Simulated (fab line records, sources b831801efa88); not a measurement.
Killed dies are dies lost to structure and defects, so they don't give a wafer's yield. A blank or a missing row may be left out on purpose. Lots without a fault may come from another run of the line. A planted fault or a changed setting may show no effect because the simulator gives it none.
Which tool did it? | flow gf180mcu | 12 lots, 36 wafers sampled, at 2 steps of a route of 602

WHAT THE GAUGES READ, wafer by wafer
GF_V5_RS_MEAS_24: measures by four-point-probe. Usual: V5_W_RS 0.327 ohm/sq, standard deviation 0.0035.
lot  | measured     | on            | V5_W_RS (ohm/sq)  | flag
L500 | day 27 07:36 | film_metro-02 | 0.331 0.331 0.326 |
L501 | day 27 15:55 | film_metro-02 | 0.329 0.323 0.328 |
L502 | day 28 08:53 | film_metro-03 | 0.335 0.328 0.329 |
L503 | day 28 12:01 | film_metro-02 | 0.327 0.321 0.321 |
L504 | day 28 21:25 | film_metro-03 | 0.327 0.325 0.326 |
L505 | day 29 02:02 | film_metro-03 | 0.329 0.332 0.326 |
L511 | day 30 14:56 | film_metro-03 | 0.325 0.326 0.327 |
L510 | day 30 18:14 | film_metro-03 | 0.328 0.326 0.327 |
L516 | day 31 22:45 | film_metro-02 | 0.332 0.330 0.323 |
L517 | day 32 11:47 | film_metro-01 | 0.335 0.331 0.332 |
L518 | day 32 19:13 | film_metro-01 | 0.330 0.330 0.334 |
L521 | day 33 07:25 | film_metro-02 | 0.330 0.330 0.325 |

WHICH TOOL RAN EACH LOT (tool, then ch and the chambers of the sampled wafers, then the start)
lot  | GF_V5_ETCH_17
L500 | rie_diel-01 ch 0,1,3, day 27 06:00
L501 | rie_diel-03 ch 1,2,3, day 27 14:00
L502 | rie_diel-01 ch 1,3, day 28 07:00
L503 | rie_diel-04 ch 0,1,2, day 28 11:00
L504 | rie_diel-04 ch 2,3, day 28 20:00
L505 | rie_diel-04 ch 2,3, day 29 01:00
L511 | rie_diel-04 ch 1,2,3, day 30 14:00
L510 | rie_diel-04 ch 0,1,2, day 30 17:00
L516 | rie_diel-03 ch 1,2,3, day 31 21:00
L517 | rie_diel-01 ch 0,2,3, day 32 10:00
L518 | rie_diel-01 ch 0,1, day 32 17:00
L521 | rie_diel-01 ch 1,2,3, day 33 06:00
- GF_V5_ETCH_17: etches SiO2 in C4F8/O2/Ar, stops on TiN, target depth 855 nm.

WHAT THE TOOLS THEMSELVES READ (means of the sampled wafers that have a number; where no wafer has one, the mark that the record gives instead)
GF_V5_ETCH_17. Usual: oes_product_au 0.859 a.u., standard deviation 0.0043.
lot  | tool        | oes_product_au (a.u.) | flag
L500 | rie_diel-01 | 0.858                 |
L501 | rie_diel-03 | 0.857                 |
L502 | rie_diel-01 | 0.865                 |
L503 | rie_diel-04 | 0.861                 |
L504 | rie_diel-04 | 0.863                 |
L505 | rie_diel-04 | 0.862                 |
L511 | rie_diel-04 | 0.853                 |
L510 | rie_diel-04 | 0.859                 |
L516 | rie_diel-03 | 0.861                 |
L517 | rie_diel-01 | 0.856                 |
L518 | rie_diel-01 | 0.857                 |
L521 | rie_diel-01 | 0.859                 |

THE ANSWER, worked out from the rows above alone
Rule: a lot is off if the mean of its wafers that have a number lies more than 3 standard deviations from the usual mean. A lot without any number at a reading at which 4 lots or more have one is off too. The other lots that the step has rows for count as sound. The gauges are gone through in route order, then the tools' own readings, and for those a lot's mean is taken as printed above. The first step at which some lot is off is used, and at that step the reading that is off furthest; a lot without a number counts as furthest.
No lot is off at any reading shown: from this, nothing can be told.

WHAT THE SIMULATOR HAD PUT IN
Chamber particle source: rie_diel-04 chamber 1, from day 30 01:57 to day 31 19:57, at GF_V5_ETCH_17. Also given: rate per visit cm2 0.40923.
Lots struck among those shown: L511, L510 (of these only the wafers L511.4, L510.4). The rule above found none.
